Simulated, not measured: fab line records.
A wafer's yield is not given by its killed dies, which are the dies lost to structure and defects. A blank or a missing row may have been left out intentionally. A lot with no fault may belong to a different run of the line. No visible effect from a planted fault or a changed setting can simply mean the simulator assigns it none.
fab line records / flow sky130
record lots=6 wafers=18 last_day=50
route steps=708 shown LDD_HVN@268 LDD_HVP@278 PAD_OPEN@708
lots with no fault: from the same line, run without faults
start_h: start of the lot's first displayed wafer, in hours after the record's first day / wait_h: how many hours have passed since the lot's step before this one / " the same as in the row above / L1.1+2: a row that stands for several wafers / - value missing, or start not given / * or withheld: withheld / < > ~ a bound
route shown NAME@n: NAME is a module with steps in the file, n the number in the route of the first one / usual: mean/standard deviation taken from wafers without a fault / same: alike in all rows / chamber/n: place in a boat / sites: per-site readings / _std_site: their standard deviation / _edge_site: outer sites' mean less inner sites' / radius_mm: for every site, how far away it sits from the centre of the wafer / mask NAME#n: copy n / behind: the most recent tool/chamber to have shaped the wafer / hold: why the lot was held/for how many hours/how that ended / device: transistor that didn't switch, given as n, p or np / end of line: the same wafers' tests at the end of the route / step lacking rows: just its recipe / killed: the dies lost at the first sort to structure and to defects; this is not the yield of the wafer / map: the dies of a wafer, with x for killed, . for not killed, _ for no die there
set.NAME: the setting that was run; set.NAME@STEP: the one run at that earlier step / model.NAME: the simulator's own value behind a step, which no gauge read
lots at selected steps of the route; one table per step, one row per wafer
services: a tool's chamber out of use, with start hour (start_h, from the record's first day; less than 0 if before it), hours out, and reason
## steps
# step SKY_LDD_HVN_HMDS_01
# recipe prime_time_s=60 prime_temp_c=120
# step SKY_LDD_HVN_COAT_02
# recipe resist=NOVOLAK spin_rpm=3000 resist_thk_nm=300
# step SKY_LDD_HVN_SOFTBAKE_03
# recipe temp_c=90 time_s=60 resist=NOVOLAK
# step SKY_LDD_HVN_EXPOSE_04
# recipe mask_id=HVNTM na=0.6 source_shape=conventional sigma_outer=0.6 polarization=unpolarized target_cd_nm=700 dose_mj=127
# step SKY_LDD_HVN_PEB_05
# recipe temp_c=withheld time_s=* resist=NOVOLAK
# step SKY_LDD_HVN_DEVELOP_06
# recipe resist=NOVOLAK developer=TMAH develop_time_s=60 dev_temp_c=23
# step SKY_LDD_HVN_OVL_MEAS_07
# usual LDD_HVN_OVL=0.6/1.4
lot.wafer=L401.1 tool=overlay-01 chamber=- start_h=478.83 wait_h=0.1 LDD_HVN_OVL[nm]=-1.4
lot.wafer=L401.2 tool=overlay-01 chamber=- start_h=478.83 wait_h=0.1 LDD_HVN_OVL[nm]=-0.5
lot.wafer=L401.3 tool=overlay-01 chamber=- start_h=478.83 wait_h=0.1 LDD_HVN_OVL[nm]=0.8
lot.wafer=L402.2 tool=overlay-02 chamber=- start_h=498.58 wait_h=0.1 LDD_HVN_OVL[nm]=-0.7
lot.wafer=L402.3 tool=overlay-02 chamber=- start_h=498.58 wait_h=0.1 LDD_HVN_OVL[nm]=-3.0
lot.wafer=L402.5 tool=overlay-02 chamber=- start_h=498.58 wait_h=0.1 LDD_HVN_OVL[nm]=-1.9
lot.wafer=L408.2 tool=overlay-02 chamber=- start_h=561.87 wait_h=0.1 LDD_HVN_OVL[nm]=0.6
lot.wafer=L408.4 tool=overlay-02 chamber=- start_h=561.87 wait_h=0.1 LDD_HVN_OVL[nm]=1.2
lot.wafer=L408.5 tool=overlay-02 chamber=- start_h=561.87 wait_h=0.1 LDD_HVN_OVL[nm]=1.7
lot.wafer=L410.2 tool=overlay-01 chamber=- start_h=561.89 wait_h=0.1 LDD_HVN_OVL[nm]=1.0
lot.wafer=L410.3 tool=overlay-01 chamber=- start_h=561.89 wait_h=0.1 LDD_HVN_OVL[nm]=0.7
lot.wafer=L410.5 tool=overlay-01 chamber=- start_h=561.89 wait_h=0.1 LDD_HVN_OVL[nm]=1.1
lot.wafer=L417.1 tool=overlay-02 chamber=- start_h=626.68 wait_h=0.1 LDD_HVN_OVL[nm]=2.0
lot.wafer=L417.3 tool=overlay-02 chamber=- start_h=626.68 wait_h=0.1 LDD_HVN_OVL[nm]=0.2
lot.wafer=L417.4 tool=overlay-02 chamber=- start_h=626.68 wait_h=0.1 LDD_HVN_OVL[nm]=1.1
lot.wafer=L422.1 tool=overlay-01 chamber=- start_h=658.38 wait_h=0.1 LDD_HVN_OVL[nm]=0.5
lot.wafer=L422.4 tool=overlay-01 chamber=- start_h=658.38 wait_h=0.1 LDD_HVN_OVL[nm]=2.0
lot.wafer=L422.5 tool=overlay-01 chamber=- start_h=658.38 wait_h=0.1 LDD_HVN_OVL[nm]=2.6
# step SKY_LDD_HVN_IMPLANT_08
# recipe species=P energy_kev=60 dose_cm2=3e+13 tilt_deg=40
# step SKY_LDD_HVN_STRIP_09
# recipe chemistry=O2/N2 power_w=1400 pressure_mtorr=1500 platen_temp_c=withheld o2_flow_sccm=3000 n2_flow_sccm=300 overash_fraction=0.5
# usual drypump_motor_current_A=5.6/0.59 n2_flow_sccm=300.1/0.9 oes_product_au=0.409/0.0046 strip_time_to_endpoint_s=4.135/0.016
lot.wafer=L401.1 tool=plasma_asher-01 chamber=0 start_h=479.02 wait_h=0.1 drypump_motor_current_A=4.9 n2_flow_sccm=299.6 oes_product_au=0.407 rf_hours_counter_h=81 strip_time_to_endpoint_s=4.129
lot.wafer=L401.2 tool=plasma_asher-01 chamber=1 start_h=479.02 wait_h=0.1 drypump_motor_current_A=5.7 n2_flow_sccm=299.2 oes_product_au=0.403 rf_hours_counter_h=81 strip_time_to_endpoint_s=4.149
lot.wafer=L401.3 tool=plasma_asher-01 chamber=0 start_h=479.02 wait_h=0.1 drypump_motor_current_A=4.9 n2_flow_sccm=298.7 oes_product_au=0.411 rf_hours_counter_h=- strip_time_to_endpoint_s=4.174
lot.wafer=L402.2 tool=plasma_asher-01 chamber=1 start_h=498.76 wait_h=0.1 drypump_motor_current_A=5.6 n2_flow_sccm=301.5 oes_product_au=0.409 rf_hours_counter_h=83 strip_time_to_endpoint_s=4.110
lot.wafer=L402.3 tool=plasma_asher-01 chamber=1 start_h=498.76 wait_h=0.1 drypump_motor_current_A=5.7 n2_flow_sccm=300.4 oes_product_au=0.410 rf_hours_counter_h=- strip_time_to_endpoint_s=4.113
lot.wafer=L402.5 tool=plasma_asher-01 chamber=0 start_h=498.76 wait_h=0.1 drypump_motor_current_A=4.9 n2_flow_sccm=300.5 oes_product_au=0.408 rf_hours_counter_h=- strip_time_to_endpoint_s=4.115
lot.wafer=L408.2 tool=plasma_asher-04 chamber=1 start_h=562.05 wait_h=0.1 drypump_motor_current_A=5.1 n2_flow_sccm=302.7 oes_product_au=0.412 rf_hours_counter_h=71 strip_time_to_endpoint_s=4.151
lot.wafer=L408.4 tool=plasma_asher-04 chamber=0 start_h=562.05 wait_h=0.1 drypump_motor_current_A=5.6 n2_flow_sccm=299.3 oes_product_au=0.412 rf_hours_counter_h=- strip_time_to_endpoint_s=4.126
lot.wafer=L408.5 tool=plasma_asher-04 chamber=1 start_h=562.05 wait_h=0.1 drypump_motor_current_A=5.1 n2_flow_sccm=302.0 oes_product_au=0.402 rf_hours_counter_h=- strip_time_to_endpoint_s=4.121
lot.wafer=L410.2 tool=plasma_asher-02 chamber=0 start_h=562.07 wait_h=0.1 drypump_motor_current_A=6.8 n2_flow_sccm=300.6 oes_product_au=0.411 rf_hours_counter_h=13 strip_time_to_endpoint_s=4.144
lot.wafer=L410.3 tool=plasma_asher-02 chamber=1 start_h=562.07 wait_h=0.1 drypump_motor_current_A=5.3 n2_flow_sccm=300.6 oes_product_au=0.409 rf_hours_counter_h=- strip_time_to_endpoint_s=4.149
lot.wafer=L410.5 tool=plasma_asher-02 chamber=1 start_h=562.07 wait_h=0.1 drypump_motor_current_A=5.3 n2_flow_sccm=300.2 oes_product_au=0.420 rf_hours_counter_h=- strip_time_to_endpoint_s=4.150
lot.wafer=L417.1 tool=plasma_asher-02 chamber=0 start_h=626.87 wait_h=0.1 drypump_motor_current_A=6.8 n2_flow_sccm=299.1 oes_product_au=0.402 rf_hours_counter_h=18 strip_time_to_endpoint_s=4.120
lot.wafer=L417.3 tool=plasma_asher-02 chamber=1 start_h=626.87 wait_h=0.1 drypump_motor_current_A=5.3 n2_flow_sccm=298.4 oes_product_au=0.408 rf_hours_counter_h=- strip_time_to_endpoint_s=4.114
lot.wafer=L417.4 tool=plasma_asher-02 chamber=0 start_h=626.87 wait_h=0.1 drypump_motor_current_A=6.8 n2_flow_sccm=300.6 oes_product_au=0.400 rf_hours_counter_h=- strip_time_to_endpoint_s=4.155
lot.wafer=L422.1 tool=plasma_asher-04 chamber=0 start_h=658.57 wait_h=0.1 drypump_motor_current_A=5.6 n2_flow_sccm=300.3 oes_product_au=0.404 rf_hours_counter_h=82 strip_time_to_endpoint_s=4.117
lot.wafer=L422.4 tool=plasma_asher-04 chamber=0 start_h=658.57 wait_h=0.1 drypump_motor_current_A=5.6 n2_flow_sccm=300.1 oes_product_au=0.419 rf_hours_counter_h=- strip_time_to_endpoint_s=4.142
lot.wafer=L422.5 tool=plasma_asher-04 chamber=0 start_h=658.57 wait_h=0.1 drypump_motor_current_A=5.6 n2_flow_sccm=300.2 oes_product_au=0.414 rf_hours_counter_h=- strip_time_to_endpoint_s=4.124
# step SKY_LDD_HVN_TW_MEAS_10
# usual LDD_HVN_TW=1437/16
lot.wafer=L401.1 tool=film_metro-04 chamber=- start_h=479.12 wait_h=0.1 LDD_HVN_TW=1456
lot.wafer=L401.2 tool=film_metro-04 chamber=- start_h=479.12 wait_h=0.1 LDD_HVN_TW=1449
lot.wafer=L401.3 tool=film_metro-04 chamber=- start_h=479.12 wait_h=0.1 LDD_HVN_TW=1454
lot.wafer=L402.2 tool=film_metro-03 chamber=- start_h=498.87 wait_h=0.1 LDD_HVN_TW=1421
lot.wafer=L402.3 tool=film_metro-03 chamber=- start_h=498.87 wait_h=0.1 LDD_HVN_TW=1415
lot.wafer=L402.5 tool=film_metro-03 chamber=- start_h=498.87 wait_h=0.1 LDD_HVN_TW=1420
lot.wafer=L408.2 tool=film_metro-03 chamber=- start_h=562.16 wait_h=0.1 LDD_HVN_TW=1430
lot.wafer=L408.4 tool=film_metro-03 chamber=- start_h=562.16 wait_h=0.1 LDD_HVN_TW=1414
lot.wafer=L408.5 tool=film_metro-03 chamber=- start_h=562.16 wait_h=0.1 LDD_HVN_TW=1415
lot.wafer=L410.2 tool=film_metro-01 chamber=- start_h=562.18 wait_h=0.1 LDD_HVN_TW=1425
lot.wafer=L410.3 tool=film_metro-01 chamber=- start_h=562.18 wait_h=0.1 LDD_HVN_TW=1419
lot.wafer=L410.5 tool=film_metro-01 chamber=- start_h=562.18 wait_h=0.1 LDD_HVN_TW=1426
lot.wafer=L417.1 tool=film_metro-03 chamber=- start_h=626.97 wait_h=0.1 LDD_HVN_TW=1426
lot.wafer=L417.3 tool=film_metro-03 chamber=- start_h=626.97 wait_h=0.1 LDD_HVN_TW=1420
lot.wafer=L417.4 tool=film_metro-03 chamber=- start_h=626.97 wait_h=0.1 LDD_HVN_TW=1416
lot.wafer=L422.1 tool=film_metro-01 chamber=- start_h=658.67 wait_h=0.1 LDD_HVN_TW=1446
lot.wafer=L422.4 tool=film_metro-01 chamber=- start_h=658.67 wait_h=0.1 LDD_HVN_TW=1441
lot.wafer=L422.5 tool=film_metro-01 chamber=- start_h=658.67 wait_h=0.1 LDD_HVN_TW=1444
# step SKY_LDD_HVP_DEHYDRATE_00
# recipe temp_c=200 time_s=60
# step SKY_LDD_HVP_HMDS_01
# recipe prime_time_s=60 prime_temp_c=120
# step SKY_LDD_HVP_COAT_02
# recipe resist=NOVOLAK spin_rpm=3000 resist_thk_nm=300
# usual chill_plate_temp_C=22.98/0.096 dispense_pressure_kPa=47.9/2.3
lot.wafer=L401.1 tool=litho_track-03 chamber=0 start_h=494.32 wait_h=0.1 chill_plate_temp_C=23.15 dispense_pressure_kPa=49.0
lot.wafer=L401.2 tool=litho_track-03 chamber=0 start_h=494.32 wait_h=0.1 chill_plate_temp_C=23.18 dispense_pressure_kPa=49.0
lot.wafer=L401.3 tool=litho_track-03 chamber=0 start_h=494.32 wait_h=0.1 chill_plate_temp_C=23.13 dispense_pressure_kPa=49.0
lot.wafer=L402.2 tool=litho_track-04 chamber=0 start_h=513.59 wait_h=0.1 chill_plate_temp_C=22.95 dispense_pressure_kPa=44.5
lot.wafer=L402.3 tool=litho_track-04 chamber=0 start_h=513.59 wait_h=0.1 chill_plate_temp_C=23.09 dispense_pressure_kPa=44.4
lot.wafer=L402.5 tool=litho_track-04 chamber=0 start_h=513.59 wait_h=0.1 chill_plate_temp_C=22.86 dispense_pressure_kPa=44.4
lot.wafer=L408.2 tool=litho_track-03 chamber=- start_h=576.09 wait_h=0.1 chill_plate_temp_C=- dispense_pressure_kPa=-
lot.wafer=L408.4 tool=litho_track-03 chamber=- start_h=576.09 wait_h=0.1 chill_plate_temp_C=- dispense_pressure_kPa=-
lot.wafer=L408.5 tool=litho_track-03 chamber=- start_h=576.09 wait_h=0.1 chill_plate_temp_C=- dispense_pressure_kPa=-
lot.wafer=L410.2 tool=litho_track-02 chamber=- start_h=576.60 wait_h=0.1 chill_plate_temp_C=- dispense_pressure_kPa=-
lot.wafer=L410.3 tool=litho_track-02 chamber=- start_h=576.60 wait_h=0.1 chill_plate_temp_C=- dispense_pressure_kPa=-
lot.wafer=L410.5 tool=litho_track-02 chamber=- start_h=576.60 wait_h=0.1 chill_plate_temp_C=- dispense_pressure_kPa=-
lot.wafer=L417.1 tool=litho_track-03 chamber=0 start_h=641.32 wait_h=0.1 chill_plate_temp_C=23.08 dispense_pressure_kPa=48.9
lot.wafer=L417.3 tool=litho_track-03 chamber=0 start_h=641.32 wait_h=0.1 chill_plate_temp_C=22.98 dispense_pressure_kPa=48.9
lot.wafer=L417.4 tool=litho_track-03 chamber=0 start_h=641.32 wait_h=0.1 chill_plate_temp_C=23.05 dispense_pressure_kPa=48.9
lot.wafer=L422.1 tool=litho_track-04 chamber=0 start_h=672.77 wait_h=0.1 chill_plate_temp_C=22.90 dispense_pressure_kPa=44.5
lot.wafer=L422.4 tool=litho_track-04 chamber=0 start_h=672.77 wait_h=0.1 chill_plate_temp_C=22.83 dispense_pressure_kPa=44.5
lot.wafer=L422.5 tool=litho_track-04 chamber=0 start_h=672.77 wait_h=0.1 chill_plate_temp_C=23.06 dispense_pressure_kPa=44.4
# step SKY_LDD_HVP_SOFTBAKE_03
# recipe temp_c=90 time_s=60 resist=NOVOLAK
# step SKY_LDD_HVP_EXPOSE_04
# recipe mask_id=HVPTM na=0.6 source_shape=conventional sigma_outer=0.6 polarization=unpolarized target_cd_nm=700 dose_mj=86
# step SKY_LDD_HVP_PEB_05
# recipe temp_c=withheld time_s=* resist=NOVOLAK
# step SKY_LDD_HVP_DEVELOP_06
# recipe resist=NOVOLAK developer=TMAH develop_time_s=60 dev_temp_c=23
# step SKY_LDD_HVP_OVL_MEAS_07
# usual LDD_HVP_OVL=0.1/1.5
lot.wafer=L401.1 tool=overlay-02 chamber=- start_h=508.72 wait_h=0.1 LDD_HVP_OVL[nm]=-0.5
lot.wafer=L401.2 tool=overlay-02 chamber=- start_h=508.72 wait_h=0.1 LDD_HVP_OVL[nm]=-0.1
lot.wafer=L401.3 tool=overlay-02 chamber=- start_h=508.72 wait_h=0.1 LDD_HVP_OVL[nm]=1.3
lot.wafer=L402.2 tool=overlay-01 chamber=- start_h=529.42 wait_h=0.1 LDD_HVP_OVL[nm]=-0.6
lot.wafer=L402.3 tool=overlay-01 chamber=- start_h=529.42 wait_h=0.1 LDD_HVP_OVL[nm]=-0.6
lot.wafer=L402.5 tool=overlay-01 chamber=- start_h=529.42 wait_h=0.1 LDD_HVP_OVL[nm]=-1.1
lot.wafer=L408.2 tool=overlay-02 chamber=- start_h=591.22 wait_h=0.1 LDD_HVP_OVL[nm]=-
lot.wafer=L408.4 tool=overlay-02 chamber=- start_h=591.22 wait_h=0.1 LDD_HVP_OVL[nm]=-
lot.wafer=L408.5 tool=overlay-02 chamber=- start_h=591.22 wait_h=0.1 LDD_HVP_OVL[nm]=-
lot.wafer=L410.2 tool=overlay-01 chamber=- start_h=591.32 wait_h=0.1 LDD_HVP_OVL[nm]=-
lot.wafer=L410.3 tool=overlay-01 chamber=- start_h=591.32 wait_h=0.1 LDD_HVP_OVL[nm]=-
lot.wafer=L410.5 tool=overlay-01 chamber=- start_h=591.32 wait_h=0.1 LDD_HVP_OVL[nm]=-
lot.wafer=L417.1 tool=overlay-02 chamber=- start_h=655.52 wait_h=0.1 LDD_HVP_OVL[nm]=0.4
lot.wafer=L417.3 tool=overlay-02 chamber=- start_h=655.52 wait_h=0.1 LDD_HVP_OVL[nm]=0.8
lot.wafer=L417.4 tool=overlay-02 chamber=- start_h=655.52 wait_h=0.1 LDD_HVP_OVL[nm]=0.9
lot.wafer=L422.1 tool=overlay-01 chamber=- start_h=686.17 wait_h=0.1 LDD_HVP_OVL[nm]=0.1
lot.wafer=L422.4 tool=overlay-01 chamber=- start_h=686.17 wait_h=0.1 LDD_HVP_OVL[nm]=-0.7
lot.wafer=L422.5 tool=overlay-01 chamber=- start_h=686.17 wait_h=0.1 LDD_HVP_OVL[nm]=2.6
# step SKY_LDD_HVP_IMPLANT_08
# recipe species=B energy_kev=20 dose_cm2=1.7e+13 tilt_deg=17.9
# step SKY_PAD_OPEN_PROBE_99
# usual killed_at_M0_to_M3=43/7.2 killed_at_M4_up=3.5/2 killed_at_contacts=24/5.2 killed_at_front_end=15/4.4 killed_at_other=0.2/0.48 killed_dies=85/9.4 killed_on_rim=16/3.7 killed_open=46/7.3 killed_short=39/6.1
# same gross_dies=492 killed_at_back_side=0
lot.wafer=L402.2 tool=prober-02 chamber=- start_h=1099.27 wait_h=0.1 killed_at_M0_to_M3=31 killed_at_M4_up=3 killed_at_contacts=34 killed_at_front_end=18 killed_at_other=0 killed_dies=86 killed_on_rim=16 killed_open=49 killed_short=37
lot.wafer=L402.3 tool=prober-02 chamber=- start_h=1099.32 wait_h=0.2 killed_at_M0_to_M3=47 killed_at_M4_up=2 killed_at_contacts=28 killed_at_front_end=8 killed_at_other=0 killed_dies=85 killed_on_rim=21 killed_open=41 killed_short=44
lot.wafer=L402.5 tool=prober-02 chamber=- start_h=1099.42 wait_h=0.2 killed_at_M0_to_M3=45 killed_at_M4_up=1 killed_at_contacts=22 killed_at_front_end=18 killed_at_other=0 killed_dies=86 killed_on_rim=19 killed_open=53 killed_short=33
lot.wafer=L408.2 tool=prober-01 chamber=- start_h=1125.70 wait_h=0.1 killed_at_M0_to_M3=42 killed_at_M4_up=6 killed_at_contacts=29 killed_at_front_end=415 killed_at_other=0 killed_dies=492 killed_on_rim=96 killed_open=44 killed_short=52
lot.wafer=L408.4 tool=prober-01 chamber=- start_h=1125.80 wait_h=0.2 killed_at_M0_to_M3=32 killed_at_M4_up=2 killed_at_contacts=28 killed_at_front_end=430 killed_at_other=0 killed_dies=492 killed_on_rim=96 killed_open=40 killed_short=31
lot.wafer=L410.2 tool=prober-02 chamber=- start_h=1127.20 wait_h=0.1 killed_at_M0_to_M3=48 killed_at_M4_up=7 killed_at_contacts=21 killed_at_front_end=416 killed_at_other=0 killed_dies=492 killed_on_rim=96 killed_open=39 killed_short=47
lot.wafer=L410.3 tool=prober-02 chamber=- start_h=1127.25 wait_h=0.2 killed_at_M0_to_M3=39 killed_at_M4_up=3 killed_at_contacts=18 killed_at_front_end=432 killed_at_other=0 killed_dies=492 killed_on_rim=96 killed_open=44 killed_short=30
lot.wafer=L410.5 tool=prober-02 chamber=- start_h=1127.35 wait_h=0.2 killed_at_M0_to_M3=28 killed_at_M4_up=2 killed_at_contacts=17 killed_at_front_end=445 killed_at_other=0 killed_dies=492 killed_on_rim=96 killed_open=34 killed_short=34
lot.wafer=L417.1 tool=prober-01 chamber=- start_h=1172.35 wait_h=0.1 killed_at_M0_to_M3=40 killed_at_M4_up=0 killed_at_contacts=21 killed_at_front_end=10 killed_at_other=0 killed_dies=71 killed_on_rim=16 killed_open=41 killed_short=30
lot.wafer=L417.3 tool=prober-01 chamber=- start_h=1172.45 wait_h=0.2 killed_at_M0_to_M3=38 killed_at_M4_up=1 killed_at_contacts=26 killed_at_front_end=11 killed_at_other=0 killed_dies=76 killed_on_rim=13 killed_open=46 killed_short=30
lot.wafer=L417.4 tool=prober-01 chamber=- start_h=1172.50 wait_h=0.2 killed_at_M0_to_M3=41 killed_at_M4_up=2 killed_at_contacts=25 killed_at_front_end=12 killed_at_other=0 killed_dies=80 killed_on_rim=17 killed_open=41 killed_short=39
# killed by level:class
L402.2 CONTACT:geometric_particle:open=11 LI_CONTACT:geometric_particle:open=8 VIA3:geometric_particle:open=8 CONTACT:geometric_particle:short=6 VIA1:geometric_particle:open=6 LI_CONTACT:geometric_particle:short=4 FIELD_ISO:geometric_particle:open=3 FIELD_ISO:geometric_particle:short=3
L402.3 CONTACT:geometric_particle:open=13 VIA1:geometric_particle:open=9 METAL1:geometric_particle:short=6 VIA1:geometric_particle:short=6 VIA3:geometric_particle:open=6 POLY_GATE:geometric_particle:short=5 VIA2:geometric_particle:open=5 CONTACT:geometric_particle:short=5
L402.5 VIA1:geometric_particle:open=13 CONTACT:geometric_particle:open=10 LOCAL_INTERCONNECT:geometric_particle:short=7 VIA2:geometric_particle:open=7 METAL2:geometric_particle:short=7 FIELD_ISO:geometric_particle:short=5 VIA3:geometric_particle:open=5 POLY_GATE:geometric_particle:open=4
L408.2 LDD_HVP:area_expose=396 VIA2:geometric_particle:open=12 FIELD_ISO:geometric_particle:short=10 VIA3:geometric_particle:open=8 LI_CONTACT:geometric_particle:open=7 CONTACT:geometric_particle:open=7 CONTACT:geometric_particle:short=6 LI_CONTACT:geometric_particle:short=5
L408.4 LDD_HVP:area_expose=421 LI_CONTACT:geometric_particle:open=10 CONTACT:geometric_particle:short=6 METAL1:geometric_particle:short=6 VIA2:geometric_particle:open=6 CONTACT:geometric_particle:open=5 VIA3:geometric_particle:open=5 VIA1:geometric_particle:short=4
L410.2 LDD_HVP:area_expose=406 VIA2:geometric_particle:open=12 METAL2:geometric_particle:short=9 VIA1:geometric_particle:open=7 CONTACT:geometric_particle:open=6 METAL4:geometric_particle:short=6 LOCAL_INTERCONNECT:geometric_particle:short=5 VIA1:geometric_particle:short=5
L410.3 LDD_HVP:area_expose=418 VIA1:geometric_particle:open=12 CONTACT:geometric_particle:open=8 METAL1:geometric_particle:short=5 POLY_GATE:geometric_particle:open=4 METAL2:geometric_particle:short=4 LI_CONTACT:geometric_particle:open=4 VIA1:geometric_particle:short=4
L410.5 LDD_HVP:area_expose=424 CONTACT:geometric_particle:open=9 FIELD_ISO:geometric_particle:open=8 POLY_GATE:geometric_particle:short=6 METAL1:geometric_particle:short=4 VIA1:geometric_particle:open=4 METAL2:geometric_particle:short=4 SPACER:geometric_particle:short=3
L417.1 VIA3:geometric_particle:open=8 CONTACT:geometric_particle:open=7 VIA1:geometric_particle:open=7 LI_CONTACT:geometric_particle:open=6 VIA2:geometric_particle:open=5 METAL1:geometric_particle:short=4 CONTACT:geometric_particle:short=4 VIA1:geometric_particle:short=4
L417.3 LI_CONTACT:geometric_particle:open=10 VIA1:geometric_particle:open=10 CONTACT:geometric_particle:open=6 LOCAL_INTERCONNECT:geometric_particle:short=5 METAL2:geometric_particle:short=5 VIA2:geometric_particle:open=5 VIA3:geometric_particle:open=5 FIELD_ISO:geometric_particle:short=4
L417.4 VIA1:geometric_particle:open=8 LI_CONTACT:geometric_particle:open=7 METAL2:geometric_particle:short=6 FIELD_ISO:geometric_particle:short=5 LI_CONTACT:geometric_particle:short=5 VIA2:geometric_particle:short=5 CONTACT:geometric_particle:open=5 METAL3:geometric_particle:open=4
# map L408.2 (x killed, . not)
__________xxxxxxxxxx_________
________xxxxxxxxxxxxxx_______
______xxxxxxxxxxxxxxxxxx_____
_____xxxxxxxxxxxxxxxxxxxx____
____xxxxxxxxxxxxxxxxxxxxxx___
___xxxxxxxxxxxxxxxxxxxxxxxx__
__xxxxxxxxxxxxxxxxxxxxxxxxxx_
_xxxxxxxxxxxxxxxxxxxxxxxxxxxx
_xxxxxxxxxxxxxxxxxxxxxxxxxxxx
_xxxxxxxxxxxxxxxxxxxxxxxxxxxx
_xxxxxxxxxxxxxxxxxxxxxxxxxxxx
_xxxxxxxxxxxxxxxxxxxxxxxxxxxx
_xxxxxxxxxxxxxxxxxxxxxxxxxxxx
_xxxxxxxxxxxxxxxxxxxxxxxxxxxx
_xxxxxxxxxxxxxxxxxxxxxxxxxxxx
__xxxxxxxxxxxxxxxxxxxxxxxxxx_
___xxxxxxxxxxxxxxxxxxxxxxxx__
____xxxxxxxxxxxxxxxxxxxxxx___
_____xxxxxxxxxxxxxxxxxxxx____
______xxxxxxxxxxxxxxxxxx_____
________xxxxxxxxxxxxxx_______
__________xxxxxxxxxx_________
# map L410.2 (x killed, . not)
__________xxxxxxxxxx_________
________xxxxxxxxxxxxxx_______
______xxxxxxxxxxxxxxxxxx_____
_____xxxxxxxxxxxxxxxxxxxx____
____xxxxxxxxxxxxxxxxxxxxxx___
___xxxxxxxxxxxxxxxxxxxxxxxx__
__xxxxxxxxxxxxxxxxxxxxxxxxxx_
_xxxxxxxxxxxxxxxxxxxxxxxxxxxx
_xxxxxxxxxxxxxxxxxxxxxxxxxxxx
_xxxxxxxxxxxxxxxxxxxxxxxxxxxx
_xxxxxxxxxxxxxxxxxxxxxxxxxxxx
_xxxxxxxxxxxxxxxxxxxxxxxxxxxx
_xxxxxxxxxxxxxxxxxxxxxxxxxxxx
_xxxxxxxxxxxxxxxxxxxxxxxxxxxx
_xxxxxxxxxxxxxxxxxxxxxxxxxxxx
__xxxxxxxxxxxxxxxxxxxxxxxxxx_
___xxxxxxxxxxxxxxxxxxxxxxxx__
____xxxxxxxxxxxxxxxxxxxxxx___
_____xxxxxxxxxxxxxxxxxxxx____
______xxxxxxxxxxxxxxxxxx_____
________xxxxxxxxxxxxxx_______
__________xxxxxxxxxx_________
## services
tool=plasma_asher-04 chamber=- start_h=503.49 hours=2.8 kind=pm
tool=plasma_asher-02 chamber=- start_h=523.77 hours=1.7 kind=repair
tool=plasma_asher-01 chamber=- start_h=556.40 hours=12.4 kind=pm
tool=plasma_asher-02 chamber=- start_h=581.61 hours=2.8 kind=pm
tool=plasma_asher-02 chamber=- start_h=592.81 hours=21.6 kind=repair
tool=plasma_asher-02 chamber=- start_h=636.50 hours=14.6 kind=pm
tool=plasma_asher-01 chamber=- start_h=656.32 hours=3.0 kind=repair
## key
first_sign step=SKY_LDD_HVP_COAT_02 reading=tool_record direction=missing
effect step=SKY_LDD_HVP_OVL_MEAS_07 reading=LDD_HVP_OVL direction=missing
effect step=SKY_PAD_OPEN_PROBE_99 reading=killed_at_front_end direction=up sigmas=94 usual=15 struck=428
more_kills_born_at SKY_LDD_HVP_EXPOSE_04@iline_stepper-01=1248 SKY_LDD_HVP_EXPOSE_04@iline_stepper-02=817
met_at SKY_LDD_HVP_COAT_02
struck_wafers L408.2,L408.4,L408.5,L410.2,L410.3,L410.5
tester_left_out L408,L410
onset_between 494.32 576.09
fault kind=skipped_step_whole tool=litho_track-02,litho_track-03 chamber=- onset_h=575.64 steps=SKY_LDD_HVP_COAT_02 scope=struck_lots_only
# tester_left_out: of these lots the tester's yield and bins aren't shown, on N5 and GAA mostly nor the transistor test; their killed dies are dies lost to structure and defects alone, not to doping, threshold or leakage, so they don't give the yield
